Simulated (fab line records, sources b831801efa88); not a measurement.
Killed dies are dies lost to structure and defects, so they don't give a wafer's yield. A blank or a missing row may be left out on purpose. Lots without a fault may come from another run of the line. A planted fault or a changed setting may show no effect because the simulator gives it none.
One fault seen from 2 desks | flow sky130 | each desk has only its own numbers; what lay behind them comes last

THE TOOL OWNER'S DESK: pvd_sputter-02
The tool's own readings at SKY_METAL3_SPUTTER_04 (material TiN, target thk 70 nm, time 58.3 s): means of the sampled wafers that have a number, for each lot that ran on this tool. A lot is out of limits, marked OUT, if its mean lies more than 4 standard deviations from the usual mean; the brackets give that distance.
Columns: A = throttle_valve_pct at SKY_METAL3_SPUTTER_04, usual 30.3 %
lot  | first seen here | A
L192 | day 36 12:03    | 30.7
L209 | day 41 13:00    | 30.2
L214 | day 42 16:35    | 29.6
L215 | day 43 08:26    | 29.1
This desk's finding: nothing out of limits on any of the 4 lots.

THE METROLOGY DESK
What the gauges read, lot by lot, whatever tool the lot ran on: means of the sampled wafers that have a number. A lot is out of limits, marked OUT, if its mean lies more than 4 standard deviations from the usual mean; the brackets give that distance. Of its 8 readings 7 are shown: those that lie furthest out on some lot.
Columns: A = VIA2_W_RS at SKY_VIA2_RS_MEAS_22, usual 0.2829 ohm/sq; B = VIA2_W_THK at SKY_VIA2_THK_MEAS_23, usual 409 nm; C = CAPM_CVD_00_THK at SKY_CAPM_THK_MEAS_01, usual 15.46 nm; D = CAPM_TIN_THK at SKY_CAPM_THK_MEAS_04, usual 202.8 nm; E = CAPM_OVL at SKY_CAPM_OVL_MEAS_12, usual -0.1 nm; F = cd_nm at SKY_METAL3_CD_MEAS_13, usual 299.7 nm; G = METAL3_OVL at SKY_METAL3_OVL_MEAS_14, usual 4 nm
lot  | first seen here | A      | B   | C     | D     | E    | F     | G
L192 | day 36 11:31    | 0.2784 | 421 | 15.47 | 206.3 | -0.2 | 300.1 | -8
L196 | day 36 20:37    | 0.2853 | 408 | 15.62 | 204.2 | -1.5 | 297.6 | -7
L208 | day 41 01:43    | 0.2856 | 403 | 15.29 | 204.4 | -1.9 | 297.2 | 18
L209 | day 41 12:25    | 0.2805 | 412 | 15.56 | 202.4 | -1.5 | 301.4 | -4
L214 | day 42 16:01    | 0.2847 | 397 | 15.24 | 202.3 | -2.2 | 301.4 | 9
L215 | day 43 07:51    | 0.2875 | 393 | 15.55 | 204.2 | -0.9 | 298.6 | 16
This desk's finding: nothing out of limits on any of the 6 lots.

PUT TOGETHER
The tool owner's desk saw nothing out of limits.
The metrology desk saw nothing out of limits.

WHAT THE SIMULATOR HAD PUT IN
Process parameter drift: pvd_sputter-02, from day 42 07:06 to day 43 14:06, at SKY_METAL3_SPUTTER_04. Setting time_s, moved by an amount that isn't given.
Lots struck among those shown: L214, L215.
